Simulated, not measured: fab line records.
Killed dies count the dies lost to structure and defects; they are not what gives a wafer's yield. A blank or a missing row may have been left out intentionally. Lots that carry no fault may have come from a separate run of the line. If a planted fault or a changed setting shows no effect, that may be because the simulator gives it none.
Which tool was responsible? + flow sfq-line + 14 lots with 42 wafers sampled at 2 steps, on a route of 325 steps

WHAT THE GAUGES SHOWED, per wafer
SFQ_M2_RS_MEAS_914: uses a four-point probe to measure.
| lot  | measured     | on            | M2_NB_RS (ohm/sq) |
|------|--------------|---------------|-------------------|
| L876 | day 31 00:37 | film-metro-01 | 0.894 0.898 0.896 |
| L877 | day 31 09:01 | film-metro-02 | 0.905 0.898 0.890 |
| L878 | day 32 04:32 | film-metro-01 | 0.894 0.895 0.892 |
| L879 | day 32 15:47 | film-metro-04 | 0.879 0.881 0.885 |
| L881 | day 33 19:04 | film-metro-01 | 0.901 0.890 0.904 |
| L882 | day 34 09:41 | film-metro-01 | 0.882 0.872 0.889 |
| L888 | day 36 12:21 | film-metro-04 | 3.012 2.970 3.063 |
| L889 | day 36 19:33 | film-metro-01 | 3.049 2.907 3.033 |
| L891 | day 37 01:34 | film-metro-04 | 0.889 0.888 0.889 |
| L894 | day 38 22:44 | film-metro-01 | 0.889 0.886 0.895 |
| L895 | day 39 08:20 | film-metro-01 | 0.900 0.889 0.887 |
| L897 | day 40 01:59 | film-metro-04 | 0.898 0.898 0.900 |
| L898 | day 40 09:49 | film-metro-02 | 0.901 0.898 0.903 |
| L899 | day 40 14:05 | film-metro-01 | 0.890 0.901 0.897 |

EACH LOT AND THE TOOL THAT RAN IT (in order: tool; ch and the chambers of the sampled wafers; start)
| lot  | SFQ_TRILAYER_M2_DEP_SPUTTER_055 |
|------|---------------------------------|
| L876 | pvd-sputter-04, day 31 00:32    |
| L877 | pvd-sputter-04, day 31 08:56    |
| L878 | pvd-sputter-04, day 32 04:26    |
| L879 | pvd-sputter-04, day 32 15:42    |
| L881 | pvd-sputter-03, day 33 18:59    |
| L882 | pvd-sputter-03, day 34 09:34    |
| L888 | pvd-sputter-03, day 36 12:16    |
| L889 | pvd-sputter-03, day 36 19:28    |
| L891 | pvd-sputter-05, day 37 01:29    |
| L894 | pvd-sputter-05, day 38 22:39    |
| L895 | pvd-sputter-03, day 39 08:15    |
| L897 | pvd-sputter-03, day 40 01:52    |
| L898 | pvd-sputter-04, day 40 09:40    |
| L899 | pvd-sputter-05, day 40 13:59    |
- SFQ_TRILAYER_M2_DEP_SPUTTER_055: material Nb, target thk 200 nm, time 133.3 s.

AS READ BY THE TOOLS THEMSELVES (means over the sampled wafers that have a number; for cases with no such wafer, the mark the record gives instead)
SFQ_TRILAYER_M2_DEP_SPUTTER_055.
| lot  | tool           | throttle-valve-pct (%) |
|------|----------------|------------------------|
| L876 | pvd-sputter-04 | 30.3                   |
| L877 | pvd-sputter-04 | 29.3                   |
| L878 | pvd-sputter-04 | 29.8                   |
| L879 | pvd-sputter-04 | 30.0                   |
| L881 | pvd-sputter-03 | 30.1                   |
| L882 | pvd-sputter-03 | 30.0                   |
| L888 | pvd-sputter-03 | 29.9                   |
| L889 | pvd-sputter-03 | 29.7                   |
| L891 | pvd-sputter-05 | 29.3                   |
| L894 | pvd-sputter-05 | 29.0                   |
| L895 | pvd-sputter-03 | 29.7                   |
| L897 | pvd-sputter-03 | 29.9                   |
| L898 | pvd-sputter-04 | 29.9                   |
| L899 | pvd-sputter-05 | 30.7                   |

THE ANSWER, worked out from the rows above alone
Rule: usual is defined by the lots themselves. Put in order of their means at a reading, lots are off if they are a third of the lots or fewer, leave a main group of 4 or more, and stand apart from it by a gap of 3 or more times the standard deviation of the main group's means; of several such gaps the widest counts. A main group is skipped when, at the precision printed for the reading in the tables above, its means are all equal. Also off: a lot with no number at a reading for which 4 or more lots have one. All remaining lots with rows at the step are treated as sound. Order of review: gauges by route order, followed by the tools' own readings, for which a lot's mean as printed above is used. At the first step where some lot is off, the reading lying furthest off is the one used; lots without a number count as furthest.
Off: at SFQ_M2_RS_MEAS_914 (M2_NB_RS), L888, L889. The main group has a mean of 0.893 ohm/sq with a standard deviation of 0.0062.
A tool fits if, at a process step before that reading, it ran every lot that is off, and no sound lot after the first of them. Those tools and the gauges at SFQ_M2_RS_MEAS_914 are tried in the same way. No candidate that was tried fits.

WHAT THE SIMULATOR HAD PUT IN
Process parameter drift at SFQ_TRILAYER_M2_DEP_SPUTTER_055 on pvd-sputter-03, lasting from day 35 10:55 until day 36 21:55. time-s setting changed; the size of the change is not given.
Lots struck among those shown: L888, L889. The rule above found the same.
